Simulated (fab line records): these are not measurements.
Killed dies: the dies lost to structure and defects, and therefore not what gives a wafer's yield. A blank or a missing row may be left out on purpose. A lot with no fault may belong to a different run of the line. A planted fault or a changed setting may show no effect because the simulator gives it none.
The tool behind it: which one? | flow gf180mcu | 6 lots, 18 wafers sampled, at 3 steps of a route of 602

## WHAT THE GAUGES SHOWED, per wafer
GF_VT_IMPLANT_RS_MEAS_48: measurement is done with a four-point probe.
lot  | measured     | on            | LVPWELL_RS (ohm/sq)
L351 | day 8 09:25  | film-metro-01 | 1195.8 1196.8 1198.6
L353 | day 8 18:21  | film-metro-01 | 1198.0 1192.9 1196.5
L355 | day 9 07:08  | film-metro-01 | 1194.9 1195.1 1199.1
L363 | day 11 10:16 | film-metro-02 | 1163.7 1163.6 1195.9
L366 | day 12 06:01 | film-metro-03 | 1195.1 1195.1 1193.6
L369 | day 13 02:37 | film-metro-02 | 1195.9 1196.6 1195.4

## EACH LOT AND THE TOOL THAT RAN IT (in order: tool; ch and the chambers of the sampled wafers; start)
lot  | GF_LVPWELL_IMPLANT_09          | GF_VT_IMPLANT_STRIP_09
L351 | implanter-04 ch 0, day 4 13:05 | plasma-asher-01 ch 0,1, day 6 09:51
L353 | implanter-04 ch 0, day 4 21:01 | plasma-asher-03 ch 0,1, day 6 17:29
L355 | implanter-03 ch 0, day 5 07:44 | plasma-asher-01 ch 0,1, day 7 05:02
L363 | implanter-03 ch 0, day 7 04:08 | plasma-asher-03 ch 0,1, day 9 05:01
L366 | implanter-04 ch 0, day 7 20:02 | plasma-asher-01 ch 0,1, day 9 23:04
L369 | implanter-01 ch 0, day 8 14:04 | plasma-asher-03 ch 0,1, day 10 18:10
- GF_LVPWELL_IMPLANT_09
- GF_VT_IMPLANT_STRIP_09: strips in O2/N2.

## THE ANSWER, worked out from the rows above alone
Rule: the lots themselves supply what counts as usual. The widest of any qualifying gaps counts: lots, ordered by their means at a reading, are off when they make up no more than a third of the lots, leave a main group of 4 or more, and stand apart from it by 3 or more times the standard deviation of that group's means. A main group whose means are all the same, to the digits that the tables above print for the reading, isn't used. Also off: a lot with no number at a reading for which 4 or more lots have one. All remaining lots with rows at the step are treated as sound.
Off: at GF_VT_IMPLANT_RS_MEAS_48 (LVPWELL_RS), L363. The main group: mean 1196.0 ohm/sq, standard deviation 0.81.
A tool fits if, at a process step before that reading, it ran every lot that is off, and no sound lot after the first of them. Gauges at GF_VT_IMPLANT_RS_MEAS_48: tried the same way as those tools. One fits: implanter-03 at GF_LVPWELL_IMPLANT_09. A fault onset in the window from L355 (day 5 07:44, its last sound lot) to L363 (day 7 04:08, its first lot off) fits.

## WHAT WAS PUT IN BY THE SIMULATOR
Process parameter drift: implanter-03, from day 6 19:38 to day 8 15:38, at GF_LVPWELL_IMPLANT_09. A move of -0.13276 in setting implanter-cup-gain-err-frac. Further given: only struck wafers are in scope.
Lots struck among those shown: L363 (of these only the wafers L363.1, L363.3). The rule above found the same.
